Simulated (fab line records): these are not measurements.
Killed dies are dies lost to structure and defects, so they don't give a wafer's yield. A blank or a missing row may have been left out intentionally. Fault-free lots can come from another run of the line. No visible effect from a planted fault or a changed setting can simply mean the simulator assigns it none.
Split-lot trial :: flow sfq_line :: 23 wafers read across 5 lots, on a route 325 steps long

== ABOUT THE SPLIT ==
At SFQ_TRILAYER_I7_VIA_LITHO_PEB_190 (peb time 60 s), the setting peb_temp_c was moved away from the recipe's 115 C on 9 of the 23 wafers read, by -2.5% to +0.9%. All remaining wafers had this setting at the recipe value.

Between the split and the reading, the file records no step.

== THE READING ==
I7.cd_nm (the simulator's own value, which no gauge read), in nm, at SFQ_TRILAYER_I7_VIA_BARC_OPEN_VIA_ETCH_260 (etches BARC in O2, target depth 125 nm, time 41.7 s). The file does not state a usual value for it. The 14 wafers here that ran the recipe average 1002.6 nm, standard deviation 1.9 nm.

wafer: L074.1
tool, chamber at the split: litho_track-04, 0
peb_temp_c as run, C: 115
against the recipe: recipe
I7.cd_nm, nm: 1002
against lot-mates on the recipe: -

wafer: L074.2
tool, chamber at the split: litho_track-04, 0
peb_temp_c as run, C: 115
against the recipe: recipe
I7.cd_nm, nm: 1004
against lot-mates on the recipe: -

wafer: L074.3
tool, chamber at the split: litho_track-04, 0
peb_temp_c as run, C: 116
against the recipe: +0.9%
I7.cd_nm, nm: 1021
against lot-mates on the recipe: +18.3

wafer: L074.4
tool, chamber at the split: litho_track-04, 0
peb_temp_c as run, C: 116
against the recipe: +0.9%
I7.cd_nm, nm: 1020
against lot-mates on the recipe: +17.3

wafer: L074.5
tool, chamber at the split: litho_track-04, 0
peb_temp_c as run, C: 115
against the recipe: recipe
I7.cd_nm, nm: 1002
against lot-mates on the recipe: -

wafer: L075.1
tool, chamber at the split: litho_track-01, 0
peb_temp_c as run, C: 115
against the recipe: recipe
I7.cd_nm, nm: 1001
against lot-mates on the recipe: -

wafer: L075.2
tool, chamber at the split: litho_track-01, 0
peb_temp_c as run, C: 115
against the recipe: recipe
I7.cd_nm, nm: 1001
against lot-mates on the recipe: -

wafer: L075.4
tool, chamber at the split: litho_track-01, 0
peb_temp_c as run, C: 115
against the recipe: recipe
I7.cd_nm, nm: 1002
against lot-mates on the recipe: -

wafer: L079.1
tool, chamber at the split: litho_track-02, 0
peb_temp_c as run, C: 115
against the recipe: recipe
I7.cd_nm, nm: 1001
against lot-mates on the recipe: -

wafer: L079.6
tool, chamber at the split: litho_track-02, 0
peb_temp_c as run, C: 115
against the recipe: recipe
I7.cd_nm, nm: 1001
against lot-mates on the recipe: -

wafer: L079.3
tool, chamber at the split: litho_track-02, 0
peb_temp_c as run, C: 115
against the recipe: recipe
I7.cd_nm, nm: 1000
against lot-mates on the recipe: -

wafer: L079.4
tool, chamber at the split: litho_track-02, 0
peb_temp_c as run, C: 112.3
against the recipe: -2.3%
I7.cd_nm, nm: 945.6
against lot-mates on the recipe: -55.1

wafer: L079.5
tool, chamber at the split: litho_track-02, 0
peb_temp_c as run, C: 112.3
against the recipe: -2.3%
I7.cd_nm, nm: 946.8
against lot-mates on the recipe: -53.9

wafer: L081.2
tool, chamber at the split: litho_track-01, 0
peb_temp_c as run, C: 115
against the recipe: recipe
I7.cd_nm, nm: 1004
against lot-mates on the recipe: -

wafer: L081.3
tool, chamber at the split: litho_track-01, 0
peb_temp_c as run, C: 112.6
against the recipe: -2.1%
I7.cd_nm, nm: 956.9
against lot-mates on the recipe: -46.4

wafer: L081.4
tool, chamber at the split: litho_track-01, 0
peb_temp_c as run, C: 115
against the recipe: recipe
I7.cd_nm, nm: 1003
against lot-mates on the recipe: -

wafer: L081.5
tool, chamber at the split: litho_track-01, 0
peb_temp_c as run, C: 112.6
against the recipe: -2.1%
I7.cd_nm, nm: 954.7
against lot-mates on the recipe: -48.6

wafer: L081.6
tool, chamber at the split: litho_track-01, 0
peb_temp_c as run, C: 115
against the recipe: recipe
I7.cd_nm, nm: 1003
against lot-mates on the recipe: -

wafer: L084.1
tool, chamber at the split: litho_track-02, 0
peb_temp_c as run, C: 112.1
against the recipe: -2.5%
I7.cd_nm, nm: 945.3
against lot-mates on the recipe: -61.2

wafer: L084.2
tool, chamber at the split: litho_track-02, 0
peb_temp_c as run, C: 112.1
against the recipe: -2.5%
I7.cd_nm, nm: 943.7
against lot-mates on the recipe: -62.8

wafer: L084.3
tool, chamber at the split: litho_track-02, 0
peb_temp_c as run, C: 115
against the recipe: recipe
I7.cd_nm, nm: 1007
against lot-mates on the recipe: -

wafer: L084.4
tool, chamber at the split: litho_track-02, 0
peb_temp_c as run, C: 112.1
against the recipe: -2.5%
I7.cd_nm, nm: 942.4
against lot-mates on the recipe: -64.1

wafer: L084.5
tool, chamber at the split: litho_track-02, 0
peb_temp_c as run, C: 115
against the recipe: recipe
I7.cd_nm, nm: 1006
against lot-mates on the recipe: -

FIT RESULTS
A straight line over all 23 wafers: I7.cd_nm changes by +23.1 nm for each +1% of peb_temp_c; r = +1.00; the points scatter about the line by 2 nm.
The same after taking each lot's own level away (the mean of its wafers on the recipe; 23 wafers): +23.7 nm for each +1%; r = +1.00; scatter 1.7 nm.
That fit puts the effect of the largest move of peb_temp_c on the reading at 60 nm.
Measured against the standard deviation above, the lots' own levels, which go from 1000.67 to 1006.50 nm, span 3.0 times it.
So the lot-to-lot level changes the slope little: the two slopes agree.
Check: for one of the wafers moved furthest among these (-2.5%), held out of the fit, the line's prediction against its lot-mates is -59.8 nm. Against them it came out at -61.2 nm.

== FURTHER SPLITS ON THESE WAFERS ==
Note: prior to the reading, these wafers also went through further splits. Each is held against what the fit with the lots' levels taken away leaves over:
other split on the same wafers: SFQ_TRILAYER_M7_LITHO_COAT_177 spin_rpm
wafers away from the commonest value: 4
r with I7.cd_nm (lot level and that fit taken away): -0.01

other split on the same wafers: SFQ_TRILAYER_M7_BARC_OPEN_METAL_ETCH_229 bias_w
wafers away from the commonest value: 8
r with I7.cd_nm (lot level and that fit taken away): +0.02

other split on the same wafers: SFQ_TRILAYER_I7_CMP_CMP_184 down_force_psi
wafers away from the commonest value: 7
r with I7.cd_nm (lot level and that fit taken away): +0.33

== FILE'S OWN FIT ==
I7.cd_nm changes by +23.6 nm for each +1% of peb_temp_c, r = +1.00.
